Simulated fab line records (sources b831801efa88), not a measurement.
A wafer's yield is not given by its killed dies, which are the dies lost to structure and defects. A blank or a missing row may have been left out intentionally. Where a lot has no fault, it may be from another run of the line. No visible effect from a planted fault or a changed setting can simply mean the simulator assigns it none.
Chamber matching | flow gf180mcu | 4 sister chambers for GF_V1_CMP_04 on cmp-01
The step polishes SiO2. 20 wafers are shown with their chamber, then 10 later ones without.

EACH WAFER AND ITS CHAMBER
wafer  | chamber | motorCurrentA (A) | slurryFilterDpKPa (kPa) | timeToEndpointS (s)
L472.2 | 3       | 13.0              | 13.43                   | 75
L472.3 | 1       | 12.1              | 13.43                   | 81
L472.5 | 1       | 11.8              | 13.36                   | 78
L473.1 | 2       | 12.8              | 13.44                   | 86
L473.2 | 3       | 12.9              | 13.47                   | 93
L473.3 | 1       | 11.6              | 13.31                   | 81
L474.1 | 1       | 11.7              | 13.52                   | 82
L474.3 | 2       | 14.2              | 13.57                   | 80
L474.6 | 3       | 13.0              | 13.42                   | 87
L475.2 | 1       | 11.7              | 13.36                   | 78
L475.5 | 1       | 12.8              | 13.10                   | 87
L475.6 | 2       | 14.0              | 13.62                   | 85
L476.2 | 1       | 12.2              | 13.48                   | 68
L476.3 | 0       | 10.5              | 13.52                   | 77
L476.6 | 1       | 11.5              | 13.46                   | 81
L478.3 | 2       | 13.4              | 13.47                   | 82
L478.4 | 1       | 11.4              | 13.27                   | 87
L478.6 | 1       | 11.6              | 13.36                   | 75
L479.3 | 1       | 12.0              | 13.72                   | 78
L479.4 | 2       | 12.9              | 13.72                   | 81

SIGNATURES (averages over the wafers above)
reading           | chamber 0 | chamber 1 | chamber 2 | chamber 3 | scatter within a chamber
motorCurrentA     | 10.500    | 11.855    | 13.460    | 12.967    | 0.448
slurryFilterDpKPa | 13.5200   | 13.3973   | 13.5640   | 13.4400   | 0.137
timeToEndpointS   | 77.00     | 79.64     | 82.80     | 85.00     | 5.47
Rule: distance of a wafer from a chamber = root of the sum over the readings of ((wafer's reading minus chamber's mean) / reading's scatter) squared. The wafer belongs to the nearest chamber; if the next one is less than 2 further off, it can't be placed. How the scatter is found: for the shown wafers, subtract from each reading the mean of its chamber, square and add these, divide the total by (wafers less chambers), then take the root.

WAFERS MISSING THEIR CHAMBER
wafer  | motorCurrentA (A) | slurryFilterDpKPa (kPa) | timeToEndpointS (s)
L479.6 | 12.9              | 13.52                   | 86
L480.3 | 11.6              | 13.27                   | 81
L480.4 | 10.4              | 13.69                   | 84
L480.6 | 12.5              | 13.62                   | 87
L482.1 | 12.7              | 13.57                   | 79
L482.3 | 11.2              | 13.35                   | 80
L482.4 | 11.8              | 13.36                   | 78
L484.1 | 13.0              | 13.59                   | 90
L484.3 | 11.0              | 13.32                   | 78
L484.5 | 10.6              | 13.31                   | 89

EACH ONE'S CHAMBER
wafer  | from the rows above          | in truth
L479.6 | can't be placed: 3 or 2      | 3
L480.3 | 1                            | 1
L480.4 | 0                            | 0
L480.6 | can't be placed: 3 or 2 or 1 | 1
L482.1 | can't be placed: 3 or 2 or 1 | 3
L482.3 | can't be placed: 1 or 0      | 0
L482.4 | 1                            | 1
L484.1 | can't be placed: 3 or 2      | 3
L484.3 | can't be placed: 0 or 1      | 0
L484.5 | can't be placed: 0 or 1      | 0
Placed correctly: 3 of 10. Not placeable from these rows: 7 (in 7, the candidates include the true chamber). Number placed wrongly: 0.
